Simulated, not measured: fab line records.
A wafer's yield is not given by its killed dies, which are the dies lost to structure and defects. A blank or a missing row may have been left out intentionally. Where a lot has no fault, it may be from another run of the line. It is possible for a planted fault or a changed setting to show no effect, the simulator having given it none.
Which tool did it?	flow gf180mcu	Sampling: 6 lots, 18 wafers, 2 of 602 route steps

## WHAT EACH GAUGE READ, for each wafer
GF_HV_LDD_RS_MEAS_53: uses a four-point probe to measure.
lot	measured	on	HV_LDD_RS (ohm/sq)
L440	day 12 17:55	filmMetro-03	419.1 419.7 420.0
L443	day 13 16:13	filmMetro-03	419.1 417.5 417.8
L450	day 16 02:12	filmMetro-04	420.8 421.2 422.1
L455	day 17 15:17	filmMetro-03	418.7 418.4 417.6
L459	day 19 05:19	filmMetro-04	419.6 420.1 420.7
L461	day 19 18:32	filmMetro-03	419.2 417.7 418.5

## EACH LOT AND THE TOOL THAT RAN IT (in order: tool; ch and the chambers of the sampled wafers; start)
lot	GF_HV_LDD_IMPLANT_33
L440	implanter-02 ch 0, day 11 21:29
L443	implanter-03 ch 0, day 12 19:45
L450	implanter-03 ch 0, day 15 02:56
L455	implanter-04 ch 0, day 16 14:42
L459	implanter-04 ch 0, day 18 03:48
L461	implanter-03 ch 0, day 18 16:40
- GF_HV_LDD_IMPLANT_33

## THE ANSWER, worked out from the rows above alone
Rule: usual is defined by the lots themselves. Put in order of their means at a reading, lots are off if they are a third of the lots or fewer, leave a main group of 4 or more, and stand apart from it by a gap of 3 or more times the standard deviation of the main group's means; of several such gaps the widest counts. The tables above print the reading to a certain number of digits; a main group whose means all agree to those digits is not used. Also off: a lot with no number at a reading for which 4 or more lots have one. Any other lot the step has rows for is counted as sound.
None of the lots is off at any reading shown; this tells nothing.

## WHAT WAS PUT IN BY THE SIMULATOR
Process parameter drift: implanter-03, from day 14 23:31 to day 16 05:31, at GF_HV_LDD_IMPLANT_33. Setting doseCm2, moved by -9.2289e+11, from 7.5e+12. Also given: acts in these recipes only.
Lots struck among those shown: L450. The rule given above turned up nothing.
